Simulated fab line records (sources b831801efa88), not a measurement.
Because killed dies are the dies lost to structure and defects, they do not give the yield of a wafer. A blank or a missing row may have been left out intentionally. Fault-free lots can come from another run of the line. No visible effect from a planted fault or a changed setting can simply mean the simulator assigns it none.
Which tool did it? | flow sky130 | 12 lots with 36 wafers sampled at 6 steps, on a route of 708 steps

== WHAT THE GAUGES SHOWED, per wafer ==
SKY_LDD_LDN_OVL_MEAS_07.
lot  | measured     | on         | LDD_LDN_OVL (nm)
L822 | day 24 10:51 | overlay-02 | - - -
L825 | day 25 07:37 | overlay-01 | 1.0 2.7 0.9
L827 | day 25 20:47 | overlay-01 | 1.9 0.9 2.5
L830 | day 27 05:35 | overlay-02 | -2.2 -0.9 -1.4
L832 | day 27 10:53 | overlay-02 | 0.3 -0.2 1.9
L833 | day 28 07:49 | overlay-01 | 0.5 0.2 1.5
L835 | day 28 23:34 | overlay-02 | 1.2 0.4 1.0
L836 | day 29 01:26 | overlay-02 | -0.4 -0.2 0.7
L838 | day 29 16:28 | overlay-01 | 0.3 1.9 0.5
L839 | day 30 01:56 | overlay-01 | 0.5 0.4 -0.4
L841 | day 30 17:32 | overlay-02 | -2.0 -3.6 -3.1
L842 | day 30 19:23 | overlay-02 | -0.7 -2.0 0.7

SKY_LDD_LDN_TW_MEAS_13.
lot  | measured     | on            | LDD_LDN_TW
L822 | day 24 11:36 | film-metro-01 | 30 30 30
L825 | day 25 08:21 | film-metro-01 | 1459 1462 1459
L827 | day 25 21:31 | film-metro-03 | 1492 1494 1499
L830 | day 27 06:20 | film-metro-01 | 1462 1464 1455
L832 | day 27 11:37 | film-metro-01 | 1463 1463 1460
L833 | day 28 08:33 | film-metro-03 | 1483 1491 1500
L835 | day 29 00:18 | film-metro-03 | 1492 1499 1502
L836 | day 29 02:11 | film-metro-01 | 1449 1446 1462
L838 | day 29 18:06 | film-metro-03 | 1497 1488 1497
L839 | day 30 02:40 | film-metro-03 | 1493 1491 1493
L841 | day 30 18:16 | film-metro-02 | 1480 1466 1480
L842 | day 30 20:07 | film-metro-03 | 1497 1482 1491

SKY_RES_XHIGH_TW_MEAS_09.
lot  | measured     | on            | RES_XHIGH_TW
L822 | day 28 05:37 | film-metro-02 | 1632 1623 1625
L825 | day 29 00:29 | film-metro-04 | 1675 1673 1679
L827 | day 29 14:17 | film-metro-03 | 1651 1649 1657
L830 | day 30 22:32 | film-metro-02 | 1637 1634 1640
L832 | day 31 02:20 | film-metro-04 | 1670 1681 1679
L833 | day 31 22:38 | film-metro-04 | 1683 1671 1668
L835 | day 32 14:38 | film-metro-03 | 1639 1642 1639
L836 | day 32 15:15 | film-metro-03 | 1629 1628 1639
L838 | day 33 06:53 | film-metro-04 | 1676 1676 1679
L839 | day 33 14:29 | film-metro-04 | 1676 1672 1671
L841 | day 34 05:44 | film-metro-04 | 1669 1662 1679
L842 | day 34 08:45 | film-metro-02 | 1639 1644 1641

SKY_LI_CONTACT_CD_MEAS_12: the cd target is 170 nm.
lot  | measured     | on        | cd-nm (nm)
L822 | day 30 15:20 | cd-sem-02 | 168.9 170.9 170.2
L825 | day 31 10:20 | cd-sem-02 | 169.8 168.2 168.6
L827 | day 31 23:38 | cd-sem-01 | 172.9 172.3 171.5
L830 | day 33 07:41 | cd-sem-01 | 173.4 172.8 171.9
L832 | day 33 09:54 | cd-sem-02 | 167.8 169.2 166.7
L833 | day 34 05:47 | cd-sem-02 | 171.6 169.3 169.3
L835 | day 34 21:31 | cd-sem-01 | 170.7 170.0 171.3
L836 | day 34 22:22 | cd-sem-02 | 171.1 170.2 170.9
L838 | day 35 12:40 | cd-sem-02 | 168.0 169.9 168.0
L839 | day 35 20:13 | cd-sem-02 | 172.6 173.5 172.3
L841 | day 36 11:15 | cd-sem-01 | 170.4 170.2 170.4
L842 | day 36 14:49 | cd-sem-01 | 171.9 172.4 172.7

== WHAT TOOL EACH LOT RAN ON (gives the tool, then ch and the chambers of the sampled wafers, and finally the start) ==
lot  | SKY_NWELL_RTA_28                 | SKY_LDD_LDN_EXPOSE_04
L822 | rtp-anneal-02 ch 0, day 6 07:43  | iline-stepper-02 ch 0, day 23 19:37
L825 | rtp-anneal-02 ch 0, day 6 23:44  | iline-stepper-02 ch 0, day 24 17:13
L827 | rtp-anneal-01 ch 0, day 7 05:59  | iline-stepper-01 ch 0, day 25 06:12
L830 | rtp-anneal-01 ch 0, day 8 02:50  | iline-stepper-02 ch 0, day 26 15:53
L832 | rtp-anneal-01 ch 0, day 8 09:38  | iline-stepper-01 ch 0, day 26 21:26
L833 | rtp-anneal-02 ch 0, day 9 00:52  | iline-stepper-01 ch 0, day 27 17:29
L835 | rtp-anneal-02 ch 0, day 9 13:31  | iline-stepper-02 ch 0, day 28 09:42
L836 | rtp-anneal-01 ch 0, day 9 21:09  | iline-stepper-02 ch 0, day 28 11:46
L838 | rtp-anneal-01 ch 0, day 10 05:19 | iline-stepper-02 ch 0, day 29 02:32
L839 | rtp-anneal-01 ch 0, day 10 12:05 | iline-stepper-01 ch 0, day 29 12:27
L841 | rtp-anneal-02 ch 0, day 10 21:50 | iline-stepper-02 ch 0, day 30 03:26
L842 | rtp-anneal-01 ch 0, day 11 02:10 | iline-stepper-01 ch 0, day 30 05:50
- SKY_NWELL_RTA_28: time 30 s.
- SKY_LDD_LDN_EXPOSE_04: exposes mask LDNTM, target cd 700 nm.

== WHAT THE TOOLS THEMSELVES READ (means of the sampled wafers that have a number; where no wafer has one, the mark that the record gives instead) ==
SKY_NWELL_RTA_28.
lot  | tool          | lamp-power-pct (%) | ramp-up-c-per-s | wafer_temp_C_max
L822 | rtp-anneal-02 | 25.28              | 149.99          | 1054.1
L825 | rtp-anneal-02 | 25.27              | 150.03          | 1054.3
L827 | rtp-anneal-01 | 25.33              | 150.03          | 1055.1
L830 | rtp-anneal-01 | 25.30              | 150.03          | 1054.7
L832 | rtp-anneal-01 | 25.31              | 150.01          | 1054.3
L833 | rtp-anneal-02 | 25.34              | 149.98          | 1054.7
L835 | rtp-anneal-02 | 25.29              | 150.01          | 1055.2
L836 | rtp-anneal-01 | 25.23              | 150.00          | 1054.7
L838 | rtp-anneal-01 | 25.32              | 150.01          | 1055.3
L839 | rtp-anneal-01 | 25.37              | 150.03          | 1054.6
L841 | rtp-anneal-02 | 25.37              | 150.01          | 1054.7
L842 | rtp-anneal-01 | 25.28              | 150.00          | 1054.5

== THE ANSWER, worked out from the rows above alone ==
Rule: the usual values come from the lots themselves. Put in order of their means at a reading, lots are off if they are a third of the lots or fewer, leave a main group of 4 or more, and stand apart from it by a gap of 3 or more times the standard deviation of the main group's means; of several such gaps the widest counts. Not used: any main group whose means are identical at the precision the tables above print for the reading. A lot without any number at a reading at which 4 lots or more have one is off too. All remaining lots with rows at the step are treated as sound. First the gauges in route order, then the tools' own readings, where a lot's mean is used as printed above. At the first step where some lot is off, the reading lying furthest off is the one used; lots without a number count as furthest.
Off: L822, at SKY_LDD_LDN_OVL_MEAS_07 (LDD_LDN_OVL). Without a number there: L822. The main group: mean 0.1 nm, standard deviation 1.3.
A tool fits if, at a process step before that reading, it ran every lot that is off, and no sound lot after the first of them. The gauges at SKY_LDD_LDN_OVL_MEAS_07 aren't tried: what is off there is off at SKY_LDD_LDN_TW_MEAS_13 too, on other tools, and a gauge's error can't cause that. No candidate that was tried fits.

== WHAT THE SIMULATOR PUT IN ==
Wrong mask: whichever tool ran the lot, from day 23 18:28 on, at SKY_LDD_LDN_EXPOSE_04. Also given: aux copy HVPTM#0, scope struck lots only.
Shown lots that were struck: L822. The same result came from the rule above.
